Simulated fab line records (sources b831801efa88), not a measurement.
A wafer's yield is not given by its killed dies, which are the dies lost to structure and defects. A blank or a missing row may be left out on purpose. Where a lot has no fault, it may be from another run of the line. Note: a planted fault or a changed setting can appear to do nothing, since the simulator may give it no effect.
8D (eight disciplines) problem report, filled in by code | flow gf180mcu | the parts of the form that need people (team, actions taken, sign-off) are left out

== 1. PROBLEM STATEMENT ==
Mean of run_length_s at GF_SAB_WET_ETCH_12: 542 s across 6 wafers in 2 lots; on wafers with no fault it is 468 s (standard deviation 3.8). Measured from the usual mean, that is +19 standard deviations.
The step: etches SiO2 in dHF, target depth 22 nm, time 440 s.
Seen first at day 21 23:43 on wet_bench-03, wafer L760.2. Wafers with a number at this step in the record: 42, from 14 lots. Rule for "out", or "out of limits": more than 4 standard deviations from the usual mean. Any other wafer with a number is counted as sound.

== 2. WHAT IT IS; WHAT IT IS NOT ==
question                    | is                     | is not
which readings at this step | run_length_s           | -
which lots                  | L760, L762             | L741, L742, L744, L745, L746, L747, L748, L750, L751, L752, L755, L764
which wafers of those lots  | all that have a number | -
read on which tools         | wet_bench-03           | wet_bench-01, wet_bench-04
when                        | from day 21 23:43      | up to then (33 sound wafers); but 3 sound wafers of L764 came after

== 3. THE SUSPECTS, EACH WITH WHAT RULES IT OUT ==
Counting: a tool stays on the suspect list if, at a process step up to the reading, it processed all lots that are out and no sound lot following the first of them.
- wet_bench-03 at GF_SAB_WET_ETCH_12 (etches SiO2 in dHF, target depth 22 nm, time 440 s): kept. All lots that are out passed through it, beginning with L760 at day 21 23:43, and no sound lot followed; its final sound lot before that point was L755 at day 20 05:58. On those wafers its own readings are out: run_length_s.
Remaining after the count: wet_bench-03 at GF_SAB_WET_ETCH_12.

== 4. THE CAUSE (what the simulator had put in) ==
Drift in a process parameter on wet_bench-03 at GF_SAB_WET_ETCH_12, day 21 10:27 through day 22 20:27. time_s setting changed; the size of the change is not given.
Counting left only this tool.

== 5. THE EFFECT CHAIN, in route order ==
One row per reading whose mean, taken over the struck wafers that have a number, lies over 3 standard deviations from the usual. Only readings whose record carries a usual standard deviation are examined. hours: median over the lots of the time between each lot's start at the first step of this table that gives one and its start at this step. sigmas: the change, counted in usual standard deviations.
hours | step               | reading      | usual | on struck wafers | change | sigmas
0     | GF_SAB_WET_ETCH_12 | run_length_s | 468 s | 542              | +74    | +19
Its process steps:
- GF_SAB_WET_ETCH_12: etches SiO2 in dHF, target depth 22 nm, time 440 s.

== 6. WHAT WOULD HAVE CAUGHT IT SOONER ==
In this record the first reading out of limits was taken at day 21 23:43, 13 hours after the fault began at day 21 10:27.
